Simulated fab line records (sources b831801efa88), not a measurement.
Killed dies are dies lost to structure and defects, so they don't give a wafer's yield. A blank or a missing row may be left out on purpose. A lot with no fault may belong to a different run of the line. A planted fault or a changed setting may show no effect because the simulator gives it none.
Which tool was responsible? -- flow sky130 -- 11 lots, 33 wafers sampled, at 7 steps of a route of 708

== WHAT THE GAUGES SHOWED, per wafer ==
SKY_SD_N_CD_MEAS_07: the cd target is 380 nm. Usual: cd_nm 379.8 nm, standard deviation 1.9.
lot,measured,on,cd_nm (nm),flag
L122,day 28 03:46,cd_sem-02,384.0 382.2 382.2,
L123,day 28 07:07,cd_sem-02,382.3 379.8 380.9,
L129,day 30 17:43,cd_sem-02,377.8 377.2 378.6,
L130,day 31 05:14,cd_sem-02,383.3 382.2 382.4,
L133,day 31 22:59,cd_sem-01,379.6 378.5 381.3,
L138,day 33 08:43,cd_sem-01,380.5 379.8 378.8,
L140,day 34 00:31,cd_sem-02,377.1 376.6 376.1,
L141,day 34 08:13,cd_sem-01,379.4 378.9 379.0,
L142,day 34 14:57,cd_sem-01,379.7 380.5 381.3,
L143,day 34 19:23,cd_sem-01,379.8 381.5 379.1,
L144,day 34 23:34,cd_sem-01,382.0 379.2 379.2,

SKY_LI_CONTACT_CD_MEAS_12: the cd target is 170 nm. Usual: cd_nm 170.2 nm, standard deviation 1.3.
lot,measured,on,cd_nm (nm),flag
L122,day 29 10:07,cd_sem-01,170.3 171.5 171.8,
L123,day 29 13:35,cd_sem-02,170.2 168.9 170.2,
L129,day 31 23:13,cd_sem-02,169.1 169.7 166.3,
L130,day 32 10:59,cd_sem-01,168.4 168.0 169.2,
L133,day 33 04:19,cd_sem-01,171.9 170.7 171.2,
L138,day 34 12:32,cd_sem-01,168.1 168.5 169.0,
L140,day 35 04:42,cd_sem-01,170.4 170.8 170.4,
L141,day 35 11:53,cd_sem-01,170.2 169.6 170.6,
L142,day 35 19:03,cd_sem-01,171.1 171.3 170.2,
L143,day 35 23:17,cd_sem-02,169.5 168.5 169.2,
L144,day 36 03:19,cd_sem-02,169.9 171.2 170.0,

SKY_LI_CONTACT_RS_MEAS_22: the measuring method here is four-point-probe. Usual: LI_CONTACT_W_RS gives 0.2686 ohm/sq (standard deviation 0.0026).
lot,measured,on,LI_CONTACT_W_RS (ohm/sq),flag
L122,day 29 10:58,film_metro-01,0.2674 0.2718 0.2698,
L123,day 29 14:26,film_metro-04,0.2690 0.2711 0.2671,
L129,day 32 00:03,film_metro-01,0.2342 0.2327 0.2313,OFF
L130,day 32 11:52,film_metro-02,0.2351 0.2364 0.2343,OFF
L133,day 33 05:11,film_metro-01,0.2652 0.2674 0.2643,
L138,day 34 13:23,film_metro-01,0.2630 0.2636 0.2647,
L140,day 35 05:34,film_metro-01,0.2713 0.2736 0.2719,
L141,day 35 12:44,film_metro-04,0.2674 0.2635 0.2672,
L142,day 35 19:53,film_metro-04,0.2694 0.2718 0.2712,
L143,day 36 00:19,film_metro-04,0.2690 0.2698 0.2699,
L144,day 36 04:20,film_metro-04,0.2640 0.2655 0.2691,

SKY_LI_CONTACT_THK_MEAS_23: measures by xrf. Usual: LI_CONTACT_W_THK gives 424 nm (standard deviation 7.5).
lot,measured,on,LI_CONTACT_W_THK (nm),flag
L122,day 29 11:04,film_metro-01,429 420 426,
L123,day 29 14:32,film_metro-04,424 421 422,
L129,day 32 00:10,film_metro-01,500 504 509,OFF
L130,day 32 11:59,film_metro-02,471 469 468,OFF
L133,day 33 05:17,film_metro-01,438 433 436,
L138,day 34 13:29,film_metro-01,434 432 431,
L140,day 35 05:41,film_metro-01,423 419 425,
L141,day 35 12:51,film_metro-04,428 432 427,
L142,day 35 20:01,film_metro-04,423 416 422,
L143,day 36 00:26,film_metro-04,416 415 418,
L144,day 36 04:26,film_metro-04,424 423 420,

SKY_LOCAL_INTERCONNECT_THK_MEAS_02: measures by xrf. Usual: LOCAL_INTERCONNECT_TIN_THK gives 102.1 nm (standard deviation 1.2).
lot,measured,on,LOCAL_INTERCONNECT_TIN_THK (nm),flag
L122,day 29 11:37,film_metro-04,100.7 101.5 101.8,
L123,day 29 15:05,film_metro-04,100.7 102.0 101.5,
L129,day 32 00:42,film_metro-03,102.8 103.2 103.0,
L130,day 32 12:32,film_metro-04,101.7 101.3 101.8,
L133,day 33 05:50,film_metro-04,101.9 102.1 100.6,
L138,day 34 14:02,film_metro-03,103.9 104.0 104.9,
L140,day 35 06:13,film_metro-03,101.2 103.1 101.4,
L141,day 35 13:23,film_metro-04,101.8 101.9 102.6,
L142,day 35 20:34,film_metro-02,102.4 102.8 103.3,
L143,day 36 00:59,film_metro-03,100.3 100.6 100.9,
L144,day 36 04:59,film_metro-03,100.6 100.3 99.9,

== WHAT TOOL EACH LOT RAN ON (gives the tool, then ch and the chambers of the sampled wafers, and finally the start) ==
lot,SKY_LI_CONTACT_CVD_21,SKY_LI_CONTACT_CMP_24
L122,"cvd_w-02 ch 0,1, day 29 10:49","cmp-02 ch 0,3, day 29 11:10"
L123,"cvd_w-01 ch 0,1, day 29 14:19","cmp-01 ch 2,3, day 29 14:35"
L129,"cvd_w-02 ch 0,1, day 31 23:54","cmp-01 ch 0,2,3, day 32 00:13"
L130,"cvd_w-02 ch 0,1, day 32 11:44","cmp-02 ch 0,1,3, day 32 12:08"
L133,"cvd_w-01 ch 0,1, day 33 05:02","cmp-01 ch 0,1,2, day 33 05:26"
L138,"cvd_w-01 ch 0, day 34 13:14","cmp-02 ch 1,2,3, day 34 13:32"
L140,"cvd_w-01 ch 0,1, day 35 05:26","cmp-01 ch 1,2,3, day 35 05:44"
L141,"cvd_w-02 ch 0,1, day 35 12:36","cmp-02 ch 1,2,3, day 35 12:55"
L142,"cvd_w-02 ch 0,1, day 35 19:46","cmp-02 ch 0,3, day 35 20:05"
L143,"cvd_w-02 ch 0,1, day 36 00:11","cmp-01 ch 0,1,3, day 36 00:36"
L144,"cvd_w-02 ch 0,1, day 36 04:11","cmp-01 ch 1,2,3, day 36 04:35"
- SKY_LI_CONTACT_CVD_21: deposits W, target thk 400 nm, time 120.56 s.
- SKY_LI_CONTACT_CMP_24: polishes, stops on PSG, t overpolish 20 s, target thk 0 nm.

== WHAT THE TOOLS THEMSELVES READ (means of the sampled wafers that have a number; where no wafer has one, the mark that the record gives instead) ==
SKY_LI_CONTACT_CVD_21. Usual: heater_power_w 852 W, standard deviation 91.
lot,tool,heater_power_w (W),flag
L122,cvd_w-02,906,
L123,cvd_w-01,842,
L129,cvd_w-02,822,
L130,cvd_w-02,829,
L133,cvd_w-01,837,
L138,cvd_w-01,859,
L140,cvd_w-01,833,
L141,cvd_w-02,822,
L142,cvd_w-02,828,
L143,cvd_w-02,849,
L144,cvd_w-02,911,

SKY_LI_CONTACT_CMP_24. Usual: edge_zone_pressure_frac 1.000, standard deviation 0.0047; motor_current_A 11.4 A, standard deviation 0.85; slurry_filter_dp_kPa 13.48 kPa, standard deviation 0.13; slurry_flow_ml_min 150.0, standard deviation 0.45; time_to_endpoint_s 103 s, standard deviation 3.2.
lot,tool,edge_zone_pressure_frac,motor_current_A (A),slurry_filter_dp_kPa (kPa),slurry_flow_ml_min,time_to_endpoint_s (s),flag
L122,cmp-02,1.004,12.2,13.47,149.8,104,
L123,cmp-01,0.999,10.7,13.41,150.0,107,
L129,cmp-01,1.000,11.2,13.49,149.4,114,OFF
L130,cmp-02,0.999,11.3,13.55,150.5,114,OFF
L133,cmp-01,1.000,11.9,13.53,149.9,105,
L138,cmp-02,1.001,11.1,13.56,149.7,106,
L140,cmp-01,1.001,10.9,13.50,149.6,100,
L141,cmp-02,1.004,11.0,13.54,149.9,111,
L142,cmp-02,1.000,11.5,13.58,149.9,104,
L143,cmp-01,0.997,11.5,13.49,150.1,102,
L144,cmp-01,1.001,11.4,13.48,150.4,104,

== THE ANSWER, worked out from the rows above alone ==
Rule: take the mean of a lot's wafers that have a number; if it is more than 3 standard deviations from the usual mean, the lot is off. A lot without any number at a reading at which 4 lots or more have one is off too. Where the step has rows for the other lots, those lots are counted as sound. After the gauges, taken in route order, come the tools' own readings; for these a lot's mean is taken, as printed above. At the first step where some lot is off, the reading lying furthest off is the one used; lots without a number count as furthest.
Off: at SKY_LI_CONTACT_RS_MEAS_22 (LI_CONTACT_W_RS), L129, L130.
If a tool, at a process step before that reading, ran all the lots that are off and no sound lot after the first of them, it fits. The gauges at SKY_LI_CONTACT_RS_MEAS_22 aren't tried: what is off there is off at SKY_LI_CONTACT_CMP_24 too, on other tools, and a gauge's error can't cause that. None of those tried fits.

== WHAT WAS PUT IN BY THE SIMULATOR ==
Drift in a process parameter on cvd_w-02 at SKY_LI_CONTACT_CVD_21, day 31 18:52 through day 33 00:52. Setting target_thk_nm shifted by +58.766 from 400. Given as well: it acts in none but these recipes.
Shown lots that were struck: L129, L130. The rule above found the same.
